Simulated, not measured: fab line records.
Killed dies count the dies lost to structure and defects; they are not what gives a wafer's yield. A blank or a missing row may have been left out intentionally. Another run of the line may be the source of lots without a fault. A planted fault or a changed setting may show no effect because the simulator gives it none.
fab line records	flow gf180mcu
[record] lots = 14	wafers = 42	lastDay = 34
route steps=602 shown PSD@256 CONTACT@288
lots with no fault: from the same line, run without faults
startH: the number of hours between the record's first day and the start of the first shown wafer of the lot	waitH: hours since the lot's step before	" the same as in the row above	L1.1+2: a single row standing in for several wafers	- no value present, or no start provided	* or withheld: withheld	< > ~ a bound
route shown NAME@n: names a module that has steps shown in the file, with the first one's number in the route	usual: average and standard deviation across the fault-free wafers	same: alike in all rows	chamber/n: place in a boat	sites: per-site readings	_std_site: the standard deviation of these	_edge_site: mean of outer sites minus mean of inner sites	radiusMm: for every site, how far away it sits from the centre of the wafer	mask NAME#n: copy n	behind: tool/chamber where the wafer was last shaped	hold: the reason the lot was held/the length of the hold in hours/how it ended	device: transistor that didn't switch, given as n, p or np	end of line: tests of these same wafers at the route's end	a step with no rows: only its recipe	killed: count of dies lost to structure and defects at first sort (not the wafer's yield)	map: a wafer's dies, x killed, . not, _ none there
set.NAME: the setting that was run; set.NAME@STEP: the one run at that earlier step	model.NAME: the simulator's own value behind a step, which no gauge read
a sample of lots followed through the steps of the route, with each step as a table and each wafer as a row
services: from which hour (startH, from the record's first day; less than 0 if before it) a tool's chamber was out of use, for how many hours, and why
[[steps]]
[step GF_PSD_OVL_MEAS_08]
[usual] PSD_OVL = -1.4/1.2
lot.wafer	tool	chamber	startH	waitH	PSD_OVL[nm]
L268.1	overlay-02	-	311.39	0.1	0.9
L268.2	"	-	"	"	1.0
L268.4	"	-	"	"	-1.2
L270.1	overlay-02	-	330.77	0.1	-3.0
L270.2	"	-	"	"	-2.2
L270.4	"	-	"	"	-1.0
L271.1	overlay-02	-	338.39	0.1	-3.4
L271.3	"	-	"	"	-2.5
L271.5	"	-	"	"	-2.4
L273.2	overlay-01	-	360.84	0.1	0.6
L273.4	"	-	"	"	-2.0
L273.5	"	-	"	"	-1.6
L274.3	overlay-02	-	363.08	0.1	-1.0
L274.4	"	-	"	"	-5.6
L274.5	"	-	"	"	-1.9
L280.3	overlay-01	-	422.99	0.1	-1.0
L280.4	"	-	"	"	-0.8
L280.6	"	-	"	"	-1.6
L281.1	overlay-02	-	426.67	0.1	-0.6
L281.2	"	-	"	"	-0.4
L281.4	"	-	"	"	-1.2
L283.2	overlay-02	-	449.18	0.1	-0.8
L283.3	"	-	"	"	-1.0
L283.5	"	-	"	"	-3.6
L284.1	overlay-02	-	457.08	0.1	-1.5
L284.3	"	-	"	"	-1.7
L284.5	"	-	"	"	-3.5
L285.2	overlay-01	-	470.69	0.1	-1.0
L285.5	"	-	"	"	0.5
L285.6	"	-	"	"	-1.3
L286.1	overlay-01	-	475.93	0.1	-1.5
L286.4	"	-	"	"	-0.5
L286.6	"	-	"	"	0.0
L289.4	overlay-02	-	497.79	0.1	-1.0
L289.5	"	-	"	"	-0.2
L289.6	"	-	"	"	-1.6
L290.2	overlay-01	-	505.77	0.1	0.5
L290.3	"	-	"	"	-2.9
L290.6	"	-	"	"	-0.9
L291.1	overlay-01	-	515.48	0.1	-0.7
L291.2	"	-	"	"	-2.0
L291.5	"	-	"	"	-0.1
[step GF_CONTACT_THK_MEAS_01]
[recipe] reads = SiO2_of_CONTACT_CVD_00
[usual] CONTACT_CVD_00_THK = 301/3.2
lot.wafer	tool	chamber	startH	waitH	CONTACT_CVD_00_THK[nm]
L268.1	filmMetro-01	-	333.65	0.0	294
L268.2	"	-	"	"	299
L268.4	"	-	"	"	300
L270.1	filmMetro-02	-	354.25	0.0	303
L270.2	"	-	"	"	301
L270.4	"	-	"	"	303
L271.1	filmMetro-01	-	362.08	0.0	302
L271.3	"	-	"	"	302
L271.5	"	-	"	"	303
L273.2	filmMetro-04	-	385.19	0.0	300
L273.4	"	-	"	"	301
L273.5	"	-	"	"	303
L274.3	filmMetro-02	-	387.78	0.0	306
L274.4	"	-	"	"	299
L274.5	"	-	"	"	304
L280.3	filmMetro-02	-	449.46	0.0	300
L280.4	"	-	"	"	299
L280.6	"	-	"	"	300
L281.1	filmMetro-04	-	453.32	0.0	302
L281.2	"	-	"	"	302
L281.4	"	-	"	"	303
L283.2	filmMetro-02	-	475.44	0.0	296
L283.3	"	-	"	"	297
L283.5	"	-	"	"	298
L284.1	filmMetro-01	-	482.91	0.0	300
L284.3	"	-	"	"	302
L284.5	"	-	"	"	297
L285.2	filmMetro-01	-	496.09	0.0	297
L285.5	"	-	"	"	296
L285.6	"	-	"	"	295
L286.1	filmMetro-02	-	501.74	0.0	301
L286.4	"	-	"	"	305
L286.6	"	-	"	"	299
L289.4	filmMetro-04	-	523.06	0.0	299
L289.5	"	-	"	"	297
L289.6	"	-	"	"	297
L290.2	filmMetro-01	-	530.60	0.0	304
L290.3	"	-	"	"	304
L290.6	"	-	"	"	306
L291.1	filmMetro-02	-	540.10	0.0	301
L291.2	"	-	"	"	301
L291.5	"	-	"	"	296
[step GF_CONTACT_EXPOSE_11]
[recipe] maskId = Contact	targetCdNm = 220	na = 0.68	sourceShape = conventional	sigmaOuter = 0.6	doseMj = 38
[usual] exposureDoseMJCm2 = 38.09/0.16	focusOffsetNm = -0.1/0.52
lot.wafer	tool	chamber	startH	waitH	mask	exposureDoseMJCm2	focusOffsetNm
L268.1	krfScanner-01	0	345.24	-	Contact#0	38.26	-0.3
L268.2	"	0	"	"	Contact#0	38.24	0.1
L268.4	"	0	"	"	Contact#0	38.27	-1.0
L270.1	krfScanner-01	-	366.19	-	Contact#0	-	-
L270.2	"	-	"	"	Contact#0	-	-
L270.4	"	-	"	"	Contact#0	-	-
L271.1	krfScanner-01	-	373.60	-	Contact#0	-	-
L271.3	"	-	"	"	Contact#0	-	-
L271.5	"	-	"	"	Contact#0	-	-
L273.2	krfScanner-01	0	397.12	-	Contact#0	38.22	-0.3
L273.4	"	0	"	"	Contact#0	38.20	-0.1
L273.5	"	0	"	"	Contact#0	38.24	-0.6
L274.3	krfScanner-01	0	399.49	-	Contact#0	38.29	-0.2
L274.4	"	0	"	"	Contact#0	38.30	-0.8
L274.5	"	0	"	"	Contact#0	38.28	-0.1
L280.3	krfScanner-02	0	462.86	-	Contact#0	37.95	0.3
L280.4	"	0	"	"	Contact#0	37.98	-0.4
L280.6	"	0	"	"	Contact#0	37.90	0.0
L281.1	krfScanner-02	0	466.05	-	Contact#0	37.96	-0.3
L281.2	"	0	"	"	Contact#0	38.01	-1.1
L281.4	"	0	"	"	Contact#0	38.04	-0.3
L283.2	krfScanner-01	0	488.54	-	Contact#0	38.28	1.2
L283.3	"	0	"	"	Contact#0	38.31	0.2
L283.5	"	0	"	"	Contact#0	38.31	0.9
L284.1	krfScanner-02	0	495.87	-	Contact#0	37.96	-0.8
L284.3	"	0	"	"	Contact#0	37.92	-1.2
L284.5	"	0	"	"	Contact#0	37.97	-1.3
L285.2	krfScanner-02	0	508.58	-	Contact#0	37.93	-0.6
L285.5	"	0	"	"	Contact#0	37.92	0.0
L285.6	"	0	"	"	Contact#0	37.94	-0.8
L286.1	krfScanner-02	0	514.61	-	Contact#0	38.02	-0.1
L286.4	"	0	"	"	Contact#0	37.95	-0.6
L286.6	"	0	"	"	Contact#0	37.98	-0.7
L289.4	krfScanner-01	0	535.34	-	Contact#0	38.28	0.8
L289.5	"	0	"	"	Contact#0	38.26	0.1
L289.6	"	0	"	"	Contact#0	38.19	0.3
L290.2	krfScanner-01	0	542.77	-	Contact#0	38.23	-0.8
L290.3	"	0	"	"	Contact#0	38.22	-0.2
L290.6	"	0	"	"	Contact#0	38.22	0.0
L291.1	krfScanner-02	0	551.88	-	Contact#0	37.93	0.7
L291.2	"	0	"	"	Contact#0	37.96	0.8
L291.5	"	0	"	"	Contact#0	37.97	0.1
[step GF_CONTACT_CD_MEAS_14]
[recipe] targetCdNm = 220
[usual] cdNm = 220.1/1.4
lot.wafer	tool	chamber	startH	waitH	cdNm
L268.1	cdSem-01	-	355.80	0.1	222.1
L268.2	"	-	"	"	222.6
L268.4	"	-	"	"	221.7
L270.1	cdSem-02	-	376.86	0.1	-
L270.2	"	-	"	"	-
L270.4	"	-	"	"	-
L271.1	cdSem-01	-	385.00	0.1	-
L271.3	"	-	"	"	-
L271.5	"	-	"	"	-
L273.2	cdSem-01	-	408.57	0.1	220.2
L273.4	"	-	"	"	220.5
L273.5	"	-	"	"	220.7
L274.3	cdSem-02	-	411.45	0.1	220.5
L274.4	"	-	"	"	221.7
L274.5	"	-	"	"	219.3
L280.3	cdSem-01	-	474.65	0.1	218.6
L280.4	"	-	"	"	220.4
L280.6	"	-	"	"	220.2
L281.1	cdSem-02	-	478.26	0.1	221.1
L281.2	"	-	"	"	221.4
L281.4	"	-	"	"	221.6
L283.2	cdSem-02	-	500.17	0.1	221.1
L283.3	"	-	"	"	222.7
L283.5	"	-	"	"	220.6
L284.1	cdSem-01	-	507.10	0.1	218.8
L284.3	"	-	"	"	219.8
L284.5	"	-	"	"	220.3
L285.2	cdSem-01	-	520.38	0.1	218.4
L285.5	"	-	"	"	218.3
L285.6	"	-	"	"	217.4
L286.1	cdSem-01	-	526.25	0.1	221.2
L286.4	"	-	"	"	219.8
L286.6	"	-	"	"	221.2
L289.4	cdSem-01	-	546.52	0.1	217.6
L289.5	"	-	"	"	218.3
L289.6	"	-	"	"	219.6
L290.2	cdSem-01	-	553.83	0.1	219.1
L290.3	"	-	"	"	219.5
L290.6	"	-	"	"	221.2
L291.1	cdSem-01	-	563.06	0.1	222.0
L291.2	"	-	"	"	221.6
L291.5	"	-	"	"	224.0
[[services]]
tool	chamber	startH	hours	kind
krfScanner-01	0	356.39	-	calibration
krfScanner-01	-	372.09	1.0	pm
krfScanner-02	-	373.09	1.0	pm
krfScanner-02	-	383.96	0.8	pm
krfScanner-02	-	384.89	0.5	repair
krfScanner-01	-	420.38	0.8	pm
krfScanner-02	0	427.33	-	calibration
krfScanner-02	-	454.30	1.3	pm
krfScanner-01	-	480.32	1.3	pm
krfScanner-01	0	521.78	-	calibration
krfScanner-01	-	538.77	2.1	repair
krfScanner-01	-	541.09	1.0	pm
krfScanner-02	-	542.13	1.0	pm
[[key]]
[firstSign] step = GF_CONTACT_EXPOSE_11	reading = toolRecord	direction = missing
effect none on later readings
metAt GF_CONTACT_EXPOSE_11
struckLots L270,L271
laterRowsLeftOut L270.1,L270.2,L270.4,L271.1,L271.3,L271.5
sortLeftOut L270.1,L270.2,L270.4,L271.1,L271.3,L271.5
testerLeftOut L270,L271
notActingAt GF_PSD_OVL_MEAS_08,GF_CONTACT_THK_MEAS_01,GF_CONTACT_CD_MEAS_14
onsetBetween 345.24 366.19
[fault] kind = skippedStepWhole	tool = krfScanner-01	chamber = -	onsetH = 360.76	steps = GF_CONTACT_EXPOSE_11	scope = struckLotsOnly
// testerLeftOut: of these lots the tester's yield and bins aren't shown, on N5 and GAA mostly nor the transistor test; their killed dies are dies lost to structure and defects alone, not to doping, threshold or leakage, so they don't give the yield
// sortLeftOut: the simulated sort isn't trusted on such a fault, so these wafers' sort isn't shown, and their yield isn't known
// laterRowsLeftOut: the simulator's readings of these wafers behind a module that went badly wrong aren't trusted and aren't shown, but for the sort
